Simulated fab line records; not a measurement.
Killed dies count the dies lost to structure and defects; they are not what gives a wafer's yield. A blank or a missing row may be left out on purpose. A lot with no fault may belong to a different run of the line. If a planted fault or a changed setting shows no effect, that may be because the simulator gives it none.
What tool caused it? | flow sky130 | 6 lots, 16 wafers sampled, at 3 steps of a route of 708

== WHAT THE GAUGES READ, wafer by wafer ==
SKY_VT_ADJUST_HVTP_CD_MEAS_07: target cd 380 nm.
lot  | measured     | on       | cdNm (nm)
L761 | day 6 09:32  | cdSem-01 | 380.1 383.2 381.5
L763 | day 6 19:43  | cdSem-02 | 375.2 375.3 378.2
L765 | day 7 07:17  | cdSem-01 | 384.5 385.8 384.4
L769 | day 8 09:07  | cdSem-01 | 368.8
L780 | day 11 10:03 | cdSem-02 | 377.8 376.3 378.3
L782 | day 12 08:32 | cdSem-02 | 378.9 377.9 382.8

== EACH LOT AND THE TOOL THAT RAN IT (in order: tool; ch and the chambers of the sampled wafers; start) ==
lot  | SKY_FIELD_ISO_ETCH_14            | SKY_VT_ADJUST_HVTP_EXPOSE_04
L761 | rieDiel-04 ch 0,3, day 2 10:47   | ilineStepper-01 ch 0, day 6 00:24
L763 | rieDiel-02 ch 1,2, day 2 21:40   | ilineStepper-02 ch 0, day 6 10:00
L765 | rieDiel-02 ch 1,2, day 3 06:56   | ilineStepper-02 ch 0, day 6 22:35
L769 | rieDiel-02 ch 0, day 4 03:31     | ilineStepper-02 ch 0, day 7 23:22
L780 | rieDiel-02 ch 0,3, day 6 13:56   | ilineStepper-01 ch 0, day 10 21:53
L782 | rieDiel-01 ch 0,2,3, day 7 02:24 | ilineStepper-01 ch 0, day 11 20:49
- SKY_FIELD_ISO_ETCH_14: etches BARC in N2/H2, stops on SiO2, time 45.9 s, target depth 60 nm.
- SKY_VT_ADJUST_HVTP_EXPOSE_04: exposes mask HVTPM, target cd 380 nm.

== THE ANSWER, worked out from the rows above alone ==
Rule: what is usual is taken from the lots themselves. Put in order of their means at a reading, lots are off if they are a third of the lots or fewer, leave a main group of 4 or more, and stand apart from it by a gap of 3 or more times the standard deviation of the main group's means; of several such gaps the widest counts. If all means in a main group match to the digits the tables above print for the reading, that group is not used. Also off: a lot with no number at a reading for which 4 or more lots have one. Any other lot the step has rows for is counted as sound.
No lot is off at any reading shown: from this, nothing can be told.

== WHAT THE SIMULATOR HAD INSERTED ==
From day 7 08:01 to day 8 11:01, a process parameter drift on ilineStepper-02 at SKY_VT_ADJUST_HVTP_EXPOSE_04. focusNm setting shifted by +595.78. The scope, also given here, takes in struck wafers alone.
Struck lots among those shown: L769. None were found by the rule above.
